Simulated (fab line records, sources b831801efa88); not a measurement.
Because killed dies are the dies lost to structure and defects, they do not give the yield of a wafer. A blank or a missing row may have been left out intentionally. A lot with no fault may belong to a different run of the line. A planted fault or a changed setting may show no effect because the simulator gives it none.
Matching of chambers / flow gf180mcu / 3 sister chambers for GF_SAB_CVD_00 on pecvd-01
The step deposits SiO2 from TEOS, target thk 50 nm, time 4.9302 s. 16 wafers are shown with their chamber, then 8 later ones without.

WAFERS, EACH WITH ITS CHAMBER
wafer=L075.2; chamber=2; heater power w (W)=886
wafer=L075.3; chamber=1; heater power w (W)=797
wafer=L075.6; chamber=1; heater power w (W)=794
wafer=L077.3; chamber=2; heater power w (W)=817
wafer=L077.5; chamber=2; heater power w (W)=799
wafer=L077.6; chamber=0; heater power w (W)=550
wafer=L078.3; chamber=0; heater power w (W)=487
wafer=L078.4; chamber=0; heater power w (W)=480
wafer=L078.6; chamber=1; heater power w (W)=838
wafer=L079.1; chamber=2; heater power w (W)=746
wafer=L079.3; chamber=1; heater power w (W)=671
wafer=L079.6; chamber=1; heater power w (W)=680
wafer=L084.1; chamber=0; heater power w (W)=566
wafer=L084.2; chamber=2; heater power w (W)=952
wafer=L084.5; chamber=1; heater power w (W)=833
wafer=L090.3; chamber=0; heater power w (W)=522

SIGNATURES, as means of the wafers listed above
reading=heater power w; chamber 0=521.00; chamber 1=768.83; chamber 2=840.00; scatter within a chamber=67.5
Rule: distance of a wafer from a chamber = root of the sum over the readings of ((wafer's reading minus chamber's mean) / reading's scatter) squared. If the next closest chamber is less than 2 further off than the closest, the wafer can't be placed; otherwise it belongs to the closest. The scatter is the square root of a quotient: the sum, over the shown wafers, of each reading's squared deviation from its chamber's mean, divided by wafers minus chambers.

WAFERS WHOSE CHAMBER IS MISSING
wafer=L090.4; heater power w (W)=525
wafer=L090.6; heater power w (W)=711
wafer=L091.2; heater power w (W)=726
wafer=L091.4; heater power w (W)=742
wafer=L091.6; heater power w (W)=526
wafer=L093.1; heater power w (W)=706
wafer=L093.3; heater power w (W)=598
wafer=L093.4; heater power w (W)=719

WHICH CHAMBER EACH ONE RAN IN
wafer=L090.4; from the rows above=0; in truth=0
wafer=L090.6; from the rows above=can't be placed: 1 or 2 or 0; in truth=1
wafer=L091.2; from the rows above=can't be placed: 1 or 2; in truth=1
wafer=L091.4; from the rows above=can't be placed: 1 or 2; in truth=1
wafer=L091.6; from the rows above=0; in truth=0
wafer=L093.1; from the rows above=can't be placed: 1 or 2 or 0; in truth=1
wafer=L093.3; from the rows above=can't be placed: 0 or 1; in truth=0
wafer=L093.4; from the rows above=can't be placed: 1 or 2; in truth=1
2 of 8 placed correctly. From these rows, 6 cannot be placed; in 6 the true chamber is one of the candidates. 0 placed wrongly.
